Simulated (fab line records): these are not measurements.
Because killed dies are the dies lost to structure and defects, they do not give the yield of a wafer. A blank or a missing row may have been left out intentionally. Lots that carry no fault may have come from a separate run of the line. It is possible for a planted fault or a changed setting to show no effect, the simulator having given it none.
The tool behind it: which one? || flow sky130 || Sampling: 6 lots, 18 wafers, 2 of 708 route steps

WHAT THE GAUGES SHOWED, per wafer
SKY_LOCAL_INTERCONNECT_CD_MEAS_11: the cd target is 170 nm.
{"lot": "L335", "measured": "day 30 19:25", "on": "cdSem-01", "cdNm (nm)": "168.4 169.4 169.3"}
{"lot": "L337", "measured": "day 31 16:25", "on": "cdSem-02", "cdNm (nm)": "168.0 166.6 167.6"}
{"lot": "L341", "measured": "day 32 23:45", "on": "cdSem-02", "cdNm (nm)": "170.0 171.0 169.2"}
{"lot": "L343", "measured": "day 33 20:31", "on": "cdSem-01", "cdNm (nm)": "168.3 169.8 168.0"}
{"lot": "L348", "measured": "day 35 10:42", "on": "cdSem-01", "cdNm (nm)": "170.7 171.2 171.7"}
{"lot": "L354", "measured": "day 36 20:31", "on": "cdSem-01", "cdNm (nm)": "167.2 168.7 167.3"}

TOOL THAT RAN EACH LOT (tool first, then ch and the chambers of the sampled wafers, then the start)
{"lot": "L335", "SKY_LOCAL_INTERCONNECT_EXPOSE_08": "krfScanner-01 ch 0, day 30 05:52"}
{"lot": "L337", "SKY_LOCAL_INTERCONNECT_EXPOSE_08": "krfScanner-01 ch 0, day 31 02:25"}
{"lot": "L341", "SKY_LOCAL_INTERCONNECT_EXPOSE_08": "krfScanner-02 ch 0, day 32 10:01"}
{"lot": "L343", "SKY_LOCAL_INTERCONNECT_EXPOSE_08": "krfScanner-02 ch 0, day 33 07:17"}
{"lot": "L348", "SKY_LOCAL_INTERCONNECT_EXPOSE_08": "krfScanner-02 ch 0, day 34 22:13"}
{"lot": "L354", "SKY_LOCAL_INTERCONNECT_EXPOSE_08": "krfScanner-02 ch 0, day 36 08:24"}
- SKY_LOCAL_INTERCONNECT_EXPOSE_08: exposes mask LI1M, target cd 170 nm.

THE ANSWER, worked out from the rows above alone
Rule: what is usual is taken from the lots themselves. The widest of any qualifying gaps counts: lots, ordered by their means at a reading, are off when they make up no more than a third of the lots, leave a main group of 4 or more, and stand apart from it by 3 or more times the standard deviation of that group's means. A main group is skipped when, at the precision printed for the reading in the tables above, its means are all equal. Also off: a lot with no number at a reading for which 4 or more lots have one. The other lots that the step has rows for count as sound.
No lot is off on any of the readings shown, so nothing can be concluded from this.

WHAT HAD BEEN PUT IN BY THE SIMULATOR
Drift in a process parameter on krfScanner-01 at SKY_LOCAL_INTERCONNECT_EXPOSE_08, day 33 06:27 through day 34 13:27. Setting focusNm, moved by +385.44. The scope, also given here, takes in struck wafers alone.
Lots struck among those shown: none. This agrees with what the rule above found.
